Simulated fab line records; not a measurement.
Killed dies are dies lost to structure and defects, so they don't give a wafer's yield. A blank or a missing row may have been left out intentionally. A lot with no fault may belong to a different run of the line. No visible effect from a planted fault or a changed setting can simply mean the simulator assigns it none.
Which of the tools did it? || flow sky130 || 36 wafers from 12 lots sampled at 6 of the route's 708 steps

## WHAT THE GAUGES READ, wafer by wafer
SKY_VT_ADJUST_LVTN_OVL_MEAS_18.
{"lot": "L759", "measured": "day 8 04:57", "on": "overlay-01", "VT_ADJUST_LVTN_01_OVL (nm)": "1.1 1.6 1.0"}
{"lot": "L760", "measured": "day 8 12:20", "on": "overlay-02", "VT_ADJUST_LVTN_01_OVL (nm)": "-0.6 0.8 0.3"}
{"lot": "L761", "measured": "day 8 14:12", "on": "overlay-02", "VT_ADJUST_LVTN_01_OVL (nm)": "1.8 1.4 -0.3"}
{"lot": "L762", "measured": "day 8 18:51", "on": "overlay-02", "VT_ADJUST_LVTN_01_OVL (nm)": "0.0 2.2 -0.2"}
{"lot": "L763", "measured": "day 9 06:14", "on": "overlay-02", "VT_ADJUST_LVTN_01_OVL (nm)": "0.0 0.1 -0.5"}
{"lot": "L765", "measured": "day 9 18:05", "on": "overlay-02", "VT_ADJUST_LVTN_01_OVL (nm)": "-1.3 -1.4 -2.2"}
{"lot": "L766", "measured": "day 10 02:01", "on": "overlay-02", "VT_ADJUST_LVTN_01_OVL (nm)": "-2.0 -0.8 -1.3"}
{"lot": "L768", "measured": "day 10 12:36", "on": "overlay-01", "VT_ADJUST_LVTN_01_OVL (nm)": "2.7 1.5 1.2"}
{"lot": "L769", "measured": "day 10 22:05", "on": "overlay-02", "VT_ADJUST_LVTN_01_OVL (nm)": "1.1 0.5 -0.3"}
{"lot": "L774", "measured": "day 12 13:36", "on": "overlay-01", "VT_ADJUST_LVTN_01_OVL (nm)": "1.3 0.5 1.9"}
{"lot": "L778", "measured": "day 13 10:23", "on": "overlay-01", "VT_ADJUST_LVTN_01_OVL (nm)": "1.2 -0.2 2.1"}
{"lot": "L779", "measured": "day 14 03:05", "on": "overlay-01", "VT_ADJUST_LVTN_01_OVL (nm)": "-1.4 -0.1 0.1"}

SKY_RES_XHIGH_TW_MEAS_09.
{"lot": "L759", "measured": "day 27 04:03", "on": "filmMetro-01", "RES_XHIGH_TW": "1642 1638 1628"}
{"lot": "L760", "measured": "day 27 18:38", "on": "filmMetro-02", "RES_XHIGH_TW": "1623 1618 1630"}
{"lot": "L761", "measured": "day 28 02:09", "on": "filmMetro-01", "RES_XHIGH_TW": "1638 1643 1645"}
{"lot": "L762", "measured": "day 28 03:57", "on": "filmMetro-02", "RES_XHIGH_TW": "1621 1622 1630"}
{"lot": "L763", "measured": "day 28 16:14", "on": "filmMetro-02", "RES_XHIGH_TW": "1623 1624 1627"}
{"lot": "L765", "measured": "day 29 17:29", "on": "filmMetro-01", "RES_XHIGH_TW": "1637 1641 1639"}
{"lot": "L766", "measured": "day 29 20:04", "on": "filmMetro-01", "RES_XHIGH_TW": "1640 1641 1650"}
{"lot": "L768", "measured": "day 30 06:00", "on": "filmMetro-01", "RES_XHIGH_TW": "1647 1637 1639"}
{"lot": "L769", "measured": "day 30 16:11", "on": "filmMetro-02", "RES_XHIGH_TW": "1626 1632 1641"}
{"lot": "L774", "measured": "day 32 14:28", "on": "filmMetro-01", "RES_XHIGH_TW": "1642 1652 1653"}
{"lot": "L778", "measured": "day 33 12:38", "on": "filmMetro-01", "RES_XHIGH_TW": "1598 1590 1599"}
{"lot": "L779", "measured": "day 34 00:30", "on": "filmMetro-03", "RES_XHIGH_TW": "1593 1593 1596"}

SKY_SD_N_RS_MEAS_18: a four-point-probe measurement.
{"lot": "L759", "measured": "day 28 09:52", "on": "filmMetro-01", "RES_XHIGH_RS (ohm/sq)": "333.0 332.4 332.7"}
{"lot": "L760", "measured": "day 28 23:43", "on": "filmMetro-01", "RES_XHIGH_RS (ohm/sq)": "332.0 332.0 331.9"}
{"lot": "L761", "measured": "day 29 06:59", "on": "filmMetro-02", "RES_XHIGH_RS (ohm/sq)": "331.5 330.5 330.8"}
{"lot": "L762", "measured": "day 29 09:28", "on": "filmMetro-02", "RES_XHIGH_RS (ohm/sq)": "334.1 333.8 333.1"}
{"lot": "L763", "measured": "day 29 21:14", "on": "filmMetro-01", "RES_XHIGH_RS (ohm/sq)": "331.8 332.0 332.0"}
{"lot": "L765", "measured": "day 30 22:07", "on": "filmMetro-02", "RES_XHIGH_RS (ohm/sq)": "333.4 333.7 332.8"}
{"lot": "L766", "measured": "day 31 00:56", "on": "filmMetro-02", "RES_XHIGH_RS (ohm/sq)": "333.4 332.5 333.7"}
{"lot": "L768", "measured": "day 31 12:13", "on": "filmMetro-02", "RES_XHIGH_RS (ohm/sq)": "333.1 332.4 333.7"}
{"lot": "L769", "measured": "day 31 20:23", "on": "filmMetro-02", "RES_XHIGH_RS (ohm/sq)": "331.7 331.7 332.6"}
{"lot": "L774", "measured": "day 33 18:12", "on": "filmMetro-01", "RES_XHIGH_RS (ohm/sq)": "332.5 332.4 331.6"}
{"lot": "L778", "measured": "day 34 15:55", "on": "filmMetro-03", "RES_XHIGH_RS (ohm/sq)": "354.8 358.4 355.0"}
{"lot": "L779", "measured": "day 35 03:13", "on": "filmMetro-02", "RES_XHIGH_RS (ohm/sq)": "354.8 354.9 359.1"}

SKY_VIA2_THK_MEAS_23: measures by xrf.
{"lot": "L759", "measured": "day 36 19:01", "on": "filmMetro-04", "VIA2_W_THK (nm)": "416 420 416"}
{"lot": "L760", "measured": "day 37 05:40", "on": "filmMetro-02", "VIA2_W_THK (nm)": "426 422 425"}
{"lot": "L761", "measured": "day 37 15:10", "on": "filmMetro-04", "VIA2_W_THK (nm)": "406 412 414"}
{"lot": "L762", "measured": "day 37 15:34", "on": "filmMetro-02", "VIA2_W_THK (nm)": "426 426 424"}
{"lot": "L763", "measured": "day 38 04:12", "on": "filmMetro-01", "VIA2_W_THK (nm)": "424 415 419"}
{"lot": "L765", "measured": "day 39 01:40", "on": "filmMetro-02", "VIA2_W_THK (nm)": "421 429 418"}
{"lot": "L766", "measured": "day 39 02:56", "on": "filmMetro-02", "VIA2_W_THK (nm)": "425 425 424"}
{"lot": "L768", "measured": "day 39 14:10", "on": "filmMetro-02", "VIA2_W_THK (nm)": "423 416 422"}
{"lot": "L769", "measured": "day 39 20:49", "on": "filmMetro-04", "VIA2_W_THK (nm)": "410 411 417"}
{"lot": "L774", "measured": "day 41 17:25", "on": "filmMetro-02", "VIA2_W_THK (nm)": "429 416 425"}
{"lot": "L778", "measured": "day 42 10:25", "on": "filmMetro-02", "VIA2_W_THK (nm)": "413 408 413"}
{"lot": "L779", "measured": "day 42 22:29", "on": "filmMetro-04", "VIA2_W_THK (nm)": "419 420 419"}

## EACH LOT AND THE TOOL THAT RAN IT (in order: tool; ch and the chambers of the sampled wafers; start)
{"lot": "L759", "SKY_RES_XHIGH_IMPLANT_07": "implanter-01 ch 0, day 27 03:48", "SKY_METAL2_SPUTTER_03": "pvdSputter-03, day 34 12:17"}
{"lot": "L760", "SKY_RES_XHIGH_IMPLANT_07": "implanter-02 ch 0, day 27 18:23", "SKY_METAL2_SPUTTER_03": "pvdSputter-03, day 34 22:57"}
{"lot": "L761", "SKY_RES_XHIGH_IMPLANT_07": "implanter-03 ch 0, day 28 01:55", "SKY_METAL2_SPUTTER_03": "pvdSputter-04, day 35 08:16"}
{"lot": "L762", "SKY_RES_XHIGH_IMPLANT_07": "implanter-03 ch 0, day 28 03:42", "SKY_METAL2_SPUTTER_03": "pvdSputter-04, day 35 08:56"}
{"lot": "L763", "SKY_RES_XHIGH_IMPLANT_07": "implanter-01 ch 0, day 28 15:59", "SKY_METAL2_SPUTTER_03": "pvdSputter-04, day 35 20:37"}
{"lot": "L765", "SKY_RES_XHIGH_IMPLANT_07": "implanter-01 ch 0, day 29 17:14", "SKY_METAL2_SPUTTER_03": "pvdSputter-03, day 36 19:35"}
{"lot": "L766", "SKY_RES_XHIGH_IMPLANT_07": "implanter-01 ch 0, day 29 19:52", "SKY_METAL2_SPUTTER_03": "pvdSputter-03, day 36 21:34"}
{"lot": "L768", "SKY_RES_XHIGH_IMPLANT_07": "implanter-01 ch 0, day 30 05:45", "SKY_METAL2_SPUTTER_03": "pvdSputter-04, day 37 08:32"}
{"lot": "L769", "SKY_RES_XHIGH_IMPLANT_07": "implanter-01 ch 0, day 30 15:56", "SKY_METAL2_SPUTTER_03": "pvdSputter-01, day 37 16:16"}
{"lot": "L774", "SKY_RES_XHIGH_IMPLANT_07": "implanter-03 ch 0, day 32 14:14", "SKY_METAL2_SPUTTER_03": "pvdSputter-03, day 39 13:29"}
{"lot": "L778", "SKY_RES_XHIGH_IMPLANT_07": "implanter-01 ch 0, day 33 12:23", "SKY_METAL2_SPUTTER_03": "pvdSputter-03, day 40 08:17"}
{"lot": "L779", "SKY_RES_XHIGH_IMPLANT_07": "implanter-01 ch 0, day 34 00:15", "SKY_METAL2_SPUTTER_03": "pvdSputter-03, day 40 20:22"}
- SKY_RES_XHIGH_IMPLANT_07
- SKY_METAL2_SPUTTER_03: material Ti, target thk 5 nm, time 3.3 s.

## WHAT THE TOOLS THEMSELVES READ (means of the sampled wafers that have a number; where no wafer has one, the mark that the record gives instead)
SKY_RES_XHIGH_IMPLANT_07.
{"lot": "L759", "tool": "implanter-01", "beamOnS (s)": 40.4, "doseIonsCm2": 3.6e+14}
{"lot": "L760", "tool": "implanter-02", "beamOnS (s)": 40.0, "doseIonsCm2": 3.6e+14}
{"lot": "L761", "tool": "implanter-03", "beamOnS (s)": 39.2, "doseIonsCm2": 3.6e+14}
{"lot": "L762", "tool": "implanter-03", "beamOnS (s)": 39.7, "doseIonsCm2": 3.6e+14}
{"lot": "L763", "tool": "implanter-01", "beamOnS (s)": 39.5, "doseIonsCm2": 3.6e+14}
{"lot": "L765", "tool": "implanter-01", "beamOnS (s)": 39.6, "doseIonsCm2": 3.6e+14}
{"lot": "L766", "tool": "implanter-01", "beamOnS (s)": 40.2, "doseIonsCm2": 3.6e+14}
{"lot": "L768", "tool": "implanter-01", "beamOnS (s)": 39.2, "doseIonsCm2": 3.6e+14}
{"lot": "L769", "tool": "implanter-01", "beamOnS (s)": 39.9, "doseIonsCm2": 3.6e+14}
{"lot": "L774", "tool": "implanter-03", "beamOnS (s)": 40.3, "doseIonsCm2": 3.6e+14}
{"lot": "L778", "tool": "implanter-01", "beamOnS (s)": 36.0, "doseIonsCm2": 3.3e+14}
{"lot": "L779", "tool": "implanter-01", "beamOnS (s)": 36.4, "doseIonsCm2": 3.3e+14}

SKY_METAL2_SPUTTER_03.
{"lot": "L759", "tool": "pvdSputter-03", "throttleValvePct (%)": 30.5}
{"lot": "L760", "tool": "pvdSputter-03", "throttleValvePct (%)": 31.5}
{"lot": "L761", "tool": "pvdSputter-04", "throttleValvePct (%)": 30.0}
{"lot": "L762", "tool": "pvdSputter-04", "throttleValvePct (%)": 30.4}
{"lot": "L763", "tool": "pvdSputter-04", "throttleValvePct (%)": 30.2}
{"lot": "L765", "tool": "pvdSputter-03", "throttleValvePct (%)": 30.2}
{"lot": "L766", "tool": "pvdSputter-03", "throttleValvePct (%)": 30.2}
{"lot": "L768", "tool": "pvdSputter-04", "throttleValvePct (%)": 30.1}
{"lot": "L769", "tool": "pvdSputter-01", "throttleValvePct (%)": 28.4}
{"lot": "L774", "tool": "pvdSputter-03", "throttleValvePct (%)": 31.5}
{"lot": "L778", "tool": "pvdSputter-03", "throttleValvePct (%)": 31.2}
{"lot": "L779", "tool": "pvdSputter-03", "throttleValvePct (%)": 30.0}

## THE ANSWER, worked out from the rows above alone
Rule: usual is defined by the lots themselves. Put in order of their means at a reading, lots are off if they are a third of the lots or fewer, leave a main group of 4 or more, and stand apart from it by a gap of 3 or more times the standard deviation of the main group's means; of several such gaps the widest counts. If all means in a main group match to the digits the tables above print for the reading, that group is not used. Also off: a lot with no number at a reading for which 4 or more lots have one. All remaining lots with rows at the step are treated as sound. First the gauges in route order, then the tools' own readings, where a lot's mean is used as printed above. The first step at which some lot is off is used, and at that step the reading that is off furthest; a lot without a number counts as furthest.
Off: L778, L779, at SKY_RES_XHIGH_TW_MEAS_09 (RES_XHIGH_TW). Mean 1636 and standard deviation 8.5 in the main group.
A tool fits if, at a process step before that reading, it ran every lot that is off, and no sound lot after the first of them. The gauges at SKY_RES_XHIGH_TW_MEAS_09 aren't tried: what is off there is off at SKY_RES_XHIGH_IMPLANT_07 too, on other tools, and a gauge's error can't cause that. One fits: implanter-01 at SKY_RES_XHIGH_IMPLANT_07. Its last sound lot is L769 (day 30 15:56), its first lot that is off L778 (day 33 12:23): a fault that began between those two fits.
The tool's own readings at SKY_RES_XHIGH_IMPLANT_07 bear it out: on the lots that are off they differ by more than 5 times the standard deviation of the sound lots' means. beamOnS reads 36.2 s there against 39.8 s on the sound lots; doseIonsCm2 reads 3.3e+14 there against 3.6e+14 on the sound lots.

## WHAT THE SIMULATOR PUT IN
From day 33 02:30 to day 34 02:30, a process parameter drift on implanter-01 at SKY_RES_XHIGH_IMPLANT_07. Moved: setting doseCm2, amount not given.
Lots struck among those shown: L778, L779. The rule given above showed the same thing.
